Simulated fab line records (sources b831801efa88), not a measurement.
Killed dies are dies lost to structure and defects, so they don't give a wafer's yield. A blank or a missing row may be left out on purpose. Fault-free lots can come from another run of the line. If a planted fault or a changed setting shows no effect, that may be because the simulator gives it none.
A sampling plan put to the test	flow gf180mcu	56 faults told of in these records, all on one fab line, each judged by the records of the lots it struck
What counts as the plan is the set of the line's own looks, namely the steps on the route at which a gauge or an inspection reads a wafer and does not change it. A look is open to judgement when struck wafers have a number at it and the file gives its usual mean and standard deviation on fault-free wafers. Caught: the struck wafers' mean, at a look after the fault's first step, is 4 or more of those standard deviations (sigma) away from the usual mean. On the tool: the test repeated on the tool's own readings taken at the fault's steps. Another recipe on the struck wafers, or a record that is blank for them alone, also counts as caught.

## THE FAULTS, as the simulator had put them in
1. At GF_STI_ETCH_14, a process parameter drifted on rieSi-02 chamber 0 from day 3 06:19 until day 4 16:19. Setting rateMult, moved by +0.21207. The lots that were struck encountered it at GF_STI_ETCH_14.
2. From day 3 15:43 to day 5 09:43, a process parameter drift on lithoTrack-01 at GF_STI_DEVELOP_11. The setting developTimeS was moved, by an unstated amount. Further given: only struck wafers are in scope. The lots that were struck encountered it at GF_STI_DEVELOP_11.
3. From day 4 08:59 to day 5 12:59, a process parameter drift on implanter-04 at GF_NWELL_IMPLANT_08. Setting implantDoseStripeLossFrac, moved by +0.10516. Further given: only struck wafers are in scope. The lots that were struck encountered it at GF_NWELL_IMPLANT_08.
4. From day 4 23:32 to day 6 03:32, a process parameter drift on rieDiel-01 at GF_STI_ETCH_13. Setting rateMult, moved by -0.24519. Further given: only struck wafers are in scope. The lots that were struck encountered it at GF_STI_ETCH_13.
5. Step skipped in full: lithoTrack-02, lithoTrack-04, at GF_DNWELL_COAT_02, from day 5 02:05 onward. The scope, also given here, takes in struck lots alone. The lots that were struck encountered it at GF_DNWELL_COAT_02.
6. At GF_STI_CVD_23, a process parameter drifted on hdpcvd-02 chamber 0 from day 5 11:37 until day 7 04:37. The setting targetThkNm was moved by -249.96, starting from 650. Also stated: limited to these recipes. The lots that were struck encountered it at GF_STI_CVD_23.
7. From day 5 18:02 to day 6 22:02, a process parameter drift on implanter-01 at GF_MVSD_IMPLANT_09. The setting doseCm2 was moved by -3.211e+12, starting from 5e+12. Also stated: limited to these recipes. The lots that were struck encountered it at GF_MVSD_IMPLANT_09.
8. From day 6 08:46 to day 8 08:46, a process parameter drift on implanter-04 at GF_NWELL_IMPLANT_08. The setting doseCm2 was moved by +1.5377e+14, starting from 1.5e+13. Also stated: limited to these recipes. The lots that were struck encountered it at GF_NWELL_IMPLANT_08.
9. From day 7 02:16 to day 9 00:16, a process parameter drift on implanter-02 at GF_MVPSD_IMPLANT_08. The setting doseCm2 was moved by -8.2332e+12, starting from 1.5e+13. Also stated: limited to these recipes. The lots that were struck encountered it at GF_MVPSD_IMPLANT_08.
10. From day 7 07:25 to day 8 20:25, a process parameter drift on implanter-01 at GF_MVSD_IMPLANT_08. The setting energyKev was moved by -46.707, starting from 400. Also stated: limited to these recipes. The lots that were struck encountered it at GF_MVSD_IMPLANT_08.
11. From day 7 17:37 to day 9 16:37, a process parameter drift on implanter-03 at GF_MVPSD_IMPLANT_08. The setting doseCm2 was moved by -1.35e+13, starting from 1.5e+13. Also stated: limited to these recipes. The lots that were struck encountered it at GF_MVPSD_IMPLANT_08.
12. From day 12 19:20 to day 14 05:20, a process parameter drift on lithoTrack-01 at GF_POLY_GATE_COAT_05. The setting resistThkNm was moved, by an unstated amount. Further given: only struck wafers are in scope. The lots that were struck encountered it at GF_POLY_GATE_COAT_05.
13. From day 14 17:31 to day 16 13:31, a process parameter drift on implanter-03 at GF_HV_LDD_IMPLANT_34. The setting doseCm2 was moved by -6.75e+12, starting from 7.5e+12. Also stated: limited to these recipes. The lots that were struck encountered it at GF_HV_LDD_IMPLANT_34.
14. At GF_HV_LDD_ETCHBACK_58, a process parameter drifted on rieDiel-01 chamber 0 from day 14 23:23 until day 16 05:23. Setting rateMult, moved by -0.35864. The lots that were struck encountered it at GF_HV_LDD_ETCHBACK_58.
15. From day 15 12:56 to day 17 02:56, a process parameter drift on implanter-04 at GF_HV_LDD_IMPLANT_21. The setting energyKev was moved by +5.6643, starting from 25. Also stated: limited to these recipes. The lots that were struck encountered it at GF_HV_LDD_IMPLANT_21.
16. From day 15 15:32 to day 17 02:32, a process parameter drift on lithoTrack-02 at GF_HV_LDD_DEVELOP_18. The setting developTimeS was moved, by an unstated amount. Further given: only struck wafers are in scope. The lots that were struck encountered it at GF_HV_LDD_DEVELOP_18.
17. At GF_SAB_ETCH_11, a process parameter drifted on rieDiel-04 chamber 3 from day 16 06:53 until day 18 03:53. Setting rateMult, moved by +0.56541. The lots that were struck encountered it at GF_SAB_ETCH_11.
18. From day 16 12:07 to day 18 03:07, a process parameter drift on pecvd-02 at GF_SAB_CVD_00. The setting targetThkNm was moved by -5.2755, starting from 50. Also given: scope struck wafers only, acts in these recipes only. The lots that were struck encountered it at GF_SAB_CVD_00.
19. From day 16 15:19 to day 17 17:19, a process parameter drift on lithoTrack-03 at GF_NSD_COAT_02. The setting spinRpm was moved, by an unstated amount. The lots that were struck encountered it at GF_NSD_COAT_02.
20. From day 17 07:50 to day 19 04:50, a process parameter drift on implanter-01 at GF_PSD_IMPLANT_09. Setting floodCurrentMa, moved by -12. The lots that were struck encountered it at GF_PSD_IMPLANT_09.
21. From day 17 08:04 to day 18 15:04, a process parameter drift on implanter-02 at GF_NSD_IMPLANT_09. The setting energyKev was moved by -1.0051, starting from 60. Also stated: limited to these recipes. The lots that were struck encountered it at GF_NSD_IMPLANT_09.
22. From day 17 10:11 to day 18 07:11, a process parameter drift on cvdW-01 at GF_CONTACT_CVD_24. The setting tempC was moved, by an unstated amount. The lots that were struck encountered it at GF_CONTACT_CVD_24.
23. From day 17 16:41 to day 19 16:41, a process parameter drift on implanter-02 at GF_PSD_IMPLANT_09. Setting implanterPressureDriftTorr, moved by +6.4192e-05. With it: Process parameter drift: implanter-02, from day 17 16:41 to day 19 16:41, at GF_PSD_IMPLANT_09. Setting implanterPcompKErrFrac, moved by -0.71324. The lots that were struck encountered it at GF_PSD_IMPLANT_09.
24. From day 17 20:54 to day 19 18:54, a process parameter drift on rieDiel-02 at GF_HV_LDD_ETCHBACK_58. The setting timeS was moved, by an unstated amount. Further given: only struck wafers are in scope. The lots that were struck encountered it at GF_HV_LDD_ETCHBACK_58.
25. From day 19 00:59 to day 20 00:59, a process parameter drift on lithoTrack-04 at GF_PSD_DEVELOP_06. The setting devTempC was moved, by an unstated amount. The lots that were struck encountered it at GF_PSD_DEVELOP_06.
26. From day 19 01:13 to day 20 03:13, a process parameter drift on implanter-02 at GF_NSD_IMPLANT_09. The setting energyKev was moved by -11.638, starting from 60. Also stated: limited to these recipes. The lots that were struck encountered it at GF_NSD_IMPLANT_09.
27. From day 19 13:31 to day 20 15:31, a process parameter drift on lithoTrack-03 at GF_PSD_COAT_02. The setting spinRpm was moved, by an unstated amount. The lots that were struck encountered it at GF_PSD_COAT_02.
28. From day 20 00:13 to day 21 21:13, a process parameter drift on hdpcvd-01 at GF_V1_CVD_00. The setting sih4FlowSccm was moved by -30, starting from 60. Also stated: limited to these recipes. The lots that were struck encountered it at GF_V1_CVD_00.
29. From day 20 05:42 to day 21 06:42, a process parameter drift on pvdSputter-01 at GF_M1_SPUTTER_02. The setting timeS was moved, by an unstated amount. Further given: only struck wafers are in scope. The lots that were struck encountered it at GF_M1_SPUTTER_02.
30. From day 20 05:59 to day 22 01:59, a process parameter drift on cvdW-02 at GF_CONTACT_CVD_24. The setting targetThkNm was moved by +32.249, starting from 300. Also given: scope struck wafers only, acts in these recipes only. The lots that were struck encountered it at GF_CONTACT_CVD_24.
31. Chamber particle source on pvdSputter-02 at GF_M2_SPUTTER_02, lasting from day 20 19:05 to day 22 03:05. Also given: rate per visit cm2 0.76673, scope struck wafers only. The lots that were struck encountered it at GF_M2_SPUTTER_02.
32. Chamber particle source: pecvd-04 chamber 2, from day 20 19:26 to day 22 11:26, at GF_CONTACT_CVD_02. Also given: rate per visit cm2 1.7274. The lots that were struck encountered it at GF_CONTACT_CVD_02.
33. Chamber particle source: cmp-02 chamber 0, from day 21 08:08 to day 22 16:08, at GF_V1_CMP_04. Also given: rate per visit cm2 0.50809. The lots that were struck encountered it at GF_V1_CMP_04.
34. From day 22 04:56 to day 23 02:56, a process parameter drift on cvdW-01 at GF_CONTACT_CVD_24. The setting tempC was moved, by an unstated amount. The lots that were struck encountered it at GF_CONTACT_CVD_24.
35. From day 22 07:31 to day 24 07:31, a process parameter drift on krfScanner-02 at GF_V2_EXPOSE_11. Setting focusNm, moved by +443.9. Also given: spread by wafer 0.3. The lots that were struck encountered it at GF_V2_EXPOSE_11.
36. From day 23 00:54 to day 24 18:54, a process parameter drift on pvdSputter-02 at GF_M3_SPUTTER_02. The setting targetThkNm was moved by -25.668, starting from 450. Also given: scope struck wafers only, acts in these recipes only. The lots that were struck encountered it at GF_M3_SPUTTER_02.
37. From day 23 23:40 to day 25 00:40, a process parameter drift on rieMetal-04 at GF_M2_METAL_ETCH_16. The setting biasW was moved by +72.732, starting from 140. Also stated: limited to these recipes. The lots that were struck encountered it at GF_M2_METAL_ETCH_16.
38. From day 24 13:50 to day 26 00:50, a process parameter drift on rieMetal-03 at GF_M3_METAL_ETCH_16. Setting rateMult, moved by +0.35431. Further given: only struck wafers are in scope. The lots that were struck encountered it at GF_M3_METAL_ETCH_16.
39. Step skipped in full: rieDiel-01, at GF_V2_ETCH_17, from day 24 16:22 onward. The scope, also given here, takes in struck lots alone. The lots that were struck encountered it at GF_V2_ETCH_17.
40. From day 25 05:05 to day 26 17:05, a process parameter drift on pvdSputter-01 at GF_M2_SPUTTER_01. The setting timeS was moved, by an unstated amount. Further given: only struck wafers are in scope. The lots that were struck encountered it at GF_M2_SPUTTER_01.
41. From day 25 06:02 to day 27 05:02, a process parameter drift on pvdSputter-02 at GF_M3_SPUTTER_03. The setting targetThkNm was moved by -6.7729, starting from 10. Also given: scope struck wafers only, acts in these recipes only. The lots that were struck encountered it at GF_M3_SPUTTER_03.
42. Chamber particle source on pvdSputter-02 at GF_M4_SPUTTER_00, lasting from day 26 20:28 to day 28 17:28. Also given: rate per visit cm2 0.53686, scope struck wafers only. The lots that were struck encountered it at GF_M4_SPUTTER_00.
43. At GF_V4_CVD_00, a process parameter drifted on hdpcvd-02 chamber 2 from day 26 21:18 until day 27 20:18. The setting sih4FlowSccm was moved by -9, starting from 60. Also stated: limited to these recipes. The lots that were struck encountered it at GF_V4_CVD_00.
44. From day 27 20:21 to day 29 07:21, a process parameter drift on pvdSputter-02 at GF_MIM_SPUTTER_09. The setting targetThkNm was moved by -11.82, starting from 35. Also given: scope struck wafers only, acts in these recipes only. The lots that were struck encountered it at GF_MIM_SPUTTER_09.
45. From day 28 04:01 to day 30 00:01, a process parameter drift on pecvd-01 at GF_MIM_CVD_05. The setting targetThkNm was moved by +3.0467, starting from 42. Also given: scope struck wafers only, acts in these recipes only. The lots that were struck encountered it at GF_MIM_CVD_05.
46. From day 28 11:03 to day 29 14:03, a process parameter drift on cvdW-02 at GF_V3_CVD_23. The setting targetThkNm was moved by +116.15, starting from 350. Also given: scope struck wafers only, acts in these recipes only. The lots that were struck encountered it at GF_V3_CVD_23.
47. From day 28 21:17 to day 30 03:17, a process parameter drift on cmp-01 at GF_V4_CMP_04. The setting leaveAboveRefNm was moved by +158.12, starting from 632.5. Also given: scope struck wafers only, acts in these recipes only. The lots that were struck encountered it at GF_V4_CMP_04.
48. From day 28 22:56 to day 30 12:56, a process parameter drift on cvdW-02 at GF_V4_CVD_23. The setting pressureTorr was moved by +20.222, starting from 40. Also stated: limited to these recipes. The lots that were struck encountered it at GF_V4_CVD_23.
49. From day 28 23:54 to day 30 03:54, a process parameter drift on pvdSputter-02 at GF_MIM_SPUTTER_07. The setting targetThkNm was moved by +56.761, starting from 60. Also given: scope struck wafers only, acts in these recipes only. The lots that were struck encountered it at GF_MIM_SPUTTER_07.
50. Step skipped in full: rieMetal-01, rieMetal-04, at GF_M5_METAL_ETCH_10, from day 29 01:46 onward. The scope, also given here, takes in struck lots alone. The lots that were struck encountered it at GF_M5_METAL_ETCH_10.
51. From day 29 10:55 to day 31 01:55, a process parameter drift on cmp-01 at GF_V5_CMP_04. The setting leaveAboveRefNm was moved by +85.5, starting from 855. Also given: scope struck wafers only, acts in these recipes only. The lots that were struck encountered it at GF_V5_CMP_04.
52. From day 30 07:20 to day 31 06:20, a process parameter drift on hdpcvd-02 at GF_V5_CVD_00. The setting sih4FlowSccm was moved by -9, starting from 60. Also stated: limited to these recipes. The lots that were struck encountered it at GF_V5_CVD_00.
53. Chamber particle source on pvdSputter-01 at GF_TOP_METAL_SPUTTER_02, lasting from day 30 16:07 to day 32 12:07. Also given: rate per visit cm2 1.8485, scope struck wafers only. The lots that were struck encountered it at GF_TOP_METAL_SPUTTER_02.
54. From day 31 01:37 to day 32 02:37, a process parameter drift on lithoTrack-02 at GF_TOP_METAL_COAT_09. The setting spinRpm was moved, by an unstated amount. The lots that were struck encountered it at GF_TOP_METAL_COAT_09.
55. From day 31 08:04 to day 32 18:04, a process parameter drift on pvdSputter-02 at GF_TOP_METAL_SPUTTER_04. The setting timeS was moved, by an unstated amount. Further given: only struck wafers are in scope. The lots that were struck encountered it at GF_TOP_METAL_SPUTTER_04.
56. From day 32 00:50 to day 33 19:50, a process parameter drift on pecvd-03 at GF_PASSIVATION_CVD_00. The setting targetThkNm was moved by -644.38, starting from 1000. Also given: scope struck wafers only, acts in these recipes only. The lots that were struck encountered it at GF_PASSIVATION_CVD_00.

## WHAT THE PLAN SAW
fault	on the tool itself	first look that catches it	reading, sigma	median hours from its first step to that look	hours from the fault's start to the first struck lot there	judged looks passed uncaught
1	oesProductAu +11 sigma	none of the 2 looks that can be judged after it	strongest: LVPWELL_RS at GF_VT_IMPLANT_RS_MEAS_48, +2.0	-	-	2
2	no reading that can be judged	not the one look that can be judged after it	-	-	-	1
3	under 2 sigma	none of the 5 looks that can be judged after it	-	-	-	5
4	under 2 sigma	none of the 2 looks that can be judged after it	-	-	-	2
5	the tool's record is blank for the struck wafers	GF_NWELL_TW_MEAS_11	NWELL_TW +27	23.0	24	0
6	no reading that can be judged	GF_STI_THK_MEAS_24	STI_CVD_23_THK -40	0.1	4	0
7	doseIonsCm2 -99 or beyond sigma	GF_MVSD_TW_MEAS_11	MVSD_TW -4.9	0.2	4	0
8	doseIonsCm2 +99 or beyond sigma	GF_NWELL_TW_MEAS_11	NWELL_TW +99 or beyond	0.4	3	0
9	doseIonsCm2 -99 or beyond sigma	GF_MVPSD_TW_MEAS_11	MVPSD_TW -32	0.4	15	0
10	beamEnergyKeV -99 or beyond sigma	GF_VT_IMPLANT_RS_MEAS_46	MVSD_RS +11	88.8	94	0
11	doseIonsCm2 -99 or beyond sigma	GF_MVPSD_TW_MEAS_11	MVPSD_TW -66	0.4	18	0
12	no reading that can be judged	no look after it can be judged	-	-	-	0
13	doseIonsCm2 -99 or beyond sigma	GF_HV_LDD_TW_MEAS_38	HV_LDD_3_TW -12	0.5	7	0
14	oesProductAu -12 sigma	no look after it can be judged	-	-	-	0
15	beamEnergyKeV +99 or beyond sigma	GF_HV_LDD_TW_MEAS_23	HV_LDD_2_TW +9.7	0.2	9	0
16	no reading that can be judged	GF_HV_LDD_TW_MEAS_23	HV_LDD_2_TW -99 or beyond	0.5	6	0
17	oesProductAu +30 sigma	no look after it can be judged	-	-	-	0
18	under 2 sigma	GF_SAB_THK_MEAS_01	SAB_CVD_00_THK -7.2	0.0	23	0
19	spinSpeedRpm -99 or beyond sigma	no look after it can be judged	-	-	-	0
20	no reading that can be judged	none of the 8 looks that can be judged after it	-	-	-	8
21	beamEnergyKeV -56 sigma	none of the 2 looks that can be judged after it	strongest: NSD_RS at GF_PSD_RS_MEAS_14, +3.0	-	-	2
22	susceptorTempC -99 or beyond sigma	GF_CONTACT_RS_MEAS_25	CONTACT_W_RS +71	0.1	2	0
23	endStationPressureTorr +99 or beyond sigma	GF_PSD_RS_MEAS_15	PSD_RS -11	1.5	7	1
24	runLengthS -62 sigma	no look after it can be judged	-	-	-	0
25	developerTempC +20 sigma	none of the 3 looks that can be judged after it	strongest: cdNm at GF_PSD_CD_MEAS_07, -2.9	-	-	3
26	beamEnergyKeV -99 or beyond sigma	GF_PSD_RS_MEAS_14	NSD_RS +34	24.8	29	1
27	spinSpeedRpm +99 or beyond sigma	GF_PSD_CD_MEAS_07	cdNm +5.4	12.2	16	0
28	sih4FlowSccm -99 or beyond sigma	GF_V1_THK_MEAS_01	V1_CVD_00_THK -51	0.1	4	0
29	under 2 sigma	GF_M1_RS_MEAS_05	M1_ALCU_RS -5.0	0.1	16	0
30	under 2 sigma	GF_CONTACT_RS_MEAS_25	CONTACT_W_RS -6.5	0.1	17	0
31	under 2 sigma	none of the 2 looks that can be judged after it	-	-	-	2
32	under 2 sigma	no look after it can be judged	-	-	-	0
33	under 2 sigma	not the one look that can be judged after it	strongest: cdNm at GF_TOP_METAL_CD_MEAS_14, +2.1	-	-	1
34	susceptorTempC +99 or beyond sigma	GF_CONTACT_RS_MEAS_25	CONTACT_W_RS -31	0.1	3	0
35	no reading that can be judged	GF_V2_CD_MEAS_14	cdNm +13	11.4	15	0
36	under 2 sigma	GF_M3_RS_MEAS_05	M3_ALCU_RS +5.9	0.1	8	0
37	biasW +99 or beyond sigma	no look after it can be judged	-	-	-	0
38	under 2 sigma	not the one look that can be judged after it	-	-	-	1
39	the tool's record is blank for the struck wafers	no look after it can be judged	-	-	-	0
40	under 2 sigma	no look after it can be judged	-	-	-	0
41	under 2 sigma	no look after it can be judged	-	-	-	0
42	under 2 sigma	none of the 2 looks that can be judged after it	-	-	-	2
43	sih4FlowSccm -45 sigma	GF_V4_THK_MEAS_01	V4_CVD_00_THK -16	0.1	5	0
44	under 2 sigma	not the one look that can be judged after it	-	-	-	1
45	under 2 sigma	GF_MIM_THK_MEAS_06	MIM_CVD_05_THK +4.2	0.0	3	0
46	under 2 sigma	GF_V3_RS_MEAS_24	V3_W_RS -26	0.1	5	0
47	timeToEndpointS -11 sigma	no look after it can be judged	-	-	-	0
48	chamberPressureTorr +99 or beyond sigma	GF_V4_RS_MEAS_24	V4_W_RS -14	0.1	6	0
49	under 2 sigma	not the one look that can be judged after it	-	-	-	1
50	the tool's record is blank for the struck wafers	no look after it can be judged	-	-	-	0
51	under 2 sigma	not the one look that can be judged after it	-	-	-	1
52	sih4FlowSccm -56 sigma	GF_V5_THK_MEAS_01	V5_CVD_00_THK -13	0.1	1	0
53	under 2 sigma	none of the 2 looks that can be judged after it	-	-	-	2
54	spinSpeedRpm -84 sigma	no look after it can be judged	-	-	-	0
55	under 2 sigma	none of the 4 looks that can be judged after it	-	-	-	4
56	under 2 sigma	GF_PASSIVATION_THK_MEAS_01	PASSIVATION_CVD_00_THK -41	0.1	4	0
A dash: the fault is not caught, or the number is missing from these records.

Caught at a look: 27 of 56. Caught on the tool: 29 of 56. By one or the other: 39 of 56.
Faults caught by the tool alone: 1, 14, 17, 19, 21, 24, 25, 37, 39, 47, 50, 54.
Caught at a look alone: faults 6, 16, 18, 29, 30, 35, 36, 45, 46, 56.
Caught by neither: faults 2, 3, 4, 12, 20, 31, 32, 33, 38, 40, 41, 42, 44, 49, 51, 53, 55.

## THINNER SAMPLING
Were the look that catches a fault to measure just every second or every third lot (counted by lot number), the first struck lot would, at worst, be measured this late:
fault	struck lots at that look, in order of time	every lot	every second lot	every third lot
5	L639, L640	24 h	29 h	may miss all 2
6	L822, L824	4 h	may miss all 2	may miss all 2
7	L623, L624	4 h	10 h	may miss all 2
8	L427, L434	3 h	42 h	may miss all 2
9	L165, L167	15 h	may miss all 2	may miss all 2
10	L440, L442, L443	94 h	115 h	may miss all 3
11	L861, L862	18 h	24 h	may miss all 2
13	L650, L655	7 h	39 h	may miss all 2
15	L676, L678, L679	9 h	29 h	may miss all 3
16	L532, L533	6 h	11 h	may miss all 2
18	L545, L546	23 h	36 h	may miss all 2
22	L467, L468	2 h	13 h	may miss all 2
23	L943, L944	7 h	16 h	may miss all 2
26	L722, L724	29 h	may miss all 2	may miss all 2
27	L146, L148	16 h	may miss all 2	may miss all 2
28	L772, L775	4 h	36 h	may miss all 2
29	L861, L862	16 h	18 h	may miss all 2
30	L609	17 h	may miss it	may miss it
34	L353, L354	3 h	10 h	may miss all 2
35	L960, L961	15 h	23 h	may miss all 2
36	L580	8 h	may miss it	may miss it
43	L238, L239	5 h	11 h	may miss all 2
45	L696, L700	3 h	may miss all 2	may miss all 2
46	L609, L610	5 h	14 h	may miss all 2
48	L147, L148, L151	6 h	17 h	may miss all 3
52	L340, L341	1 h	9 h	may miss all 2
56	L243, L245	4 h	may miss all 2	may miss all 2
Hours: fault start to first struck lot measured. The test against the limit of 4 sigma pooled every struck wafer, which means one lot taken alone may stay below that limit. Other struck lots may not be in these records.

## THE LONGEST TIMED WAY FROM STEP TO LOOK
Fault 10: median gap of 88.8 hours between GF_MVSD_IMPLANT_08 and GF_VT_IMPLANT_RS_MEAS_46. No look between them can be judged.
